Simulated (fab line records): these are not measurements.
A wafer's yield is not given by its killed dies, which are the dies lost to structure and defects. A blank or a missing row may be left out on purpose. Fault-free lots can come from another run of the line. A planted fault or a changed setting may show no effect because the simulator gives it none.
Chamber matching | flow gf180mcu | 4 sister chambers for GF_POLY_GATE_ETCH_13 on rieSi-02
The step etches poly-Si in HBr/Cl2, stops on SiO2, target depth 198.5 nm, time 69.6 s. 14 wafers are shown with their chamber, then 7 later ones without.

== WAFERS WITH THEIR CHAMBER ==
wafer  | chamber | drypumpMotorCurrentA (A) | heBacksideLeakSccm (sccm) | oesProductAu (a.u.)
L794.1 | 1       | 5.4                      | 2.34                      | 1.000
L794.2 | 0       | 4.9                      | 2.64                      | 0.986
L794.3 | 3       | 6.2                      | 2.55                      | 0.999
L808.1 | 3       | 6.1                      | 2.68                      | 0.997
L808.2 | 1       | 5.4                      | 2.40                      | 0.998
L808.5 | 3       | 6.1                      | 2.75                      | 0.991
L809.3 | 2       | 6.1                      | 2.38                      | 0.993
L809.5 | 1       | 5.4                      | 2.39                      | 0.998
L809.6 | 2       | 6.1                      | 2.51                      | 0.998
L810.1 | 0       | 4.8                      | 2.40                      | 0.995
L810.2 | 3       | 6.2                      | 2.68                      | 0.995
L810.3 | 2       | 6.0                      | 2.31                      | 0.994
L812.1 | 0       | 4.9                      | 2.44                      | 0.970
L812.3 | 3       | 6.1                      | 2.55                      | 0.983

SIGNATURES (averages over the wafers above)
reading              | chamber 0 | chamber 1 | chamber 2 | chamber 3 | scatter within a chamber
drypumpMotorCurrentA | 4.867     | 5.400     | 6.067     | 6.140     | 0.0503
heBacksideLeakSccm   | 2.4933    | 2.3767    | 2.4000    | 2.6420    | 0.0934
oesProductAu         | 0.98367   | 0.99867   | 0.99500   | 0.99300   | 0.00705
Rule: distance of a wafer from a chamber = root of the sum over the readings of ((wafer's reading minus chamber's mean) / reading's scatter) squared. The wafer belongs to the nearest chamber; if the next one is less than 2 further off, it can't be placed. The scatter: take each reading less its chamber's mean, square it, sum over the shown wafers, divide by the number of wafers less the number of chambers, and take the root.

== WAFERS WITHOUT THEIR CHAMBER ==
wafer  | drypumpMotorCurrentA (A) | heBacksideLeakSccm (sccm) | oesProductAu (a.u.)
L812.5 | 5.4                      | 2.21                      | 0.982
L813.2 | 4.8                      | 2.41                      | 0.981
L813.4 | 6.2                      | 2.47                      | 0.987
L813.5 | 4.9                      | 2.43                      | 0.977
L814.2 | 4.9                      | 2.44                      | 0.983
L814.3 | 6.1                      | 2.31                      | 0.987
L814.5 | 6.1                      | 2.29                      | 0.997

== WHICH CHAMBER EACH WENT THROUGH ==
wafer  | from the rows above     | in truth
L812.5 | 1                       | 1
L813.2 | 0                       | 0
L813.4 | can't be placed: 3 or 2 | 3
L813.5 | 0                       | 0
L814.2 | 0                       | 0
L814.3 | 2                       | 2
L814.5 | 2                       | 2
6 of 7 placed correctly. These rows do not allow placing 1 (true chamber among the candidates in 1). Number placed wrongly: 0.
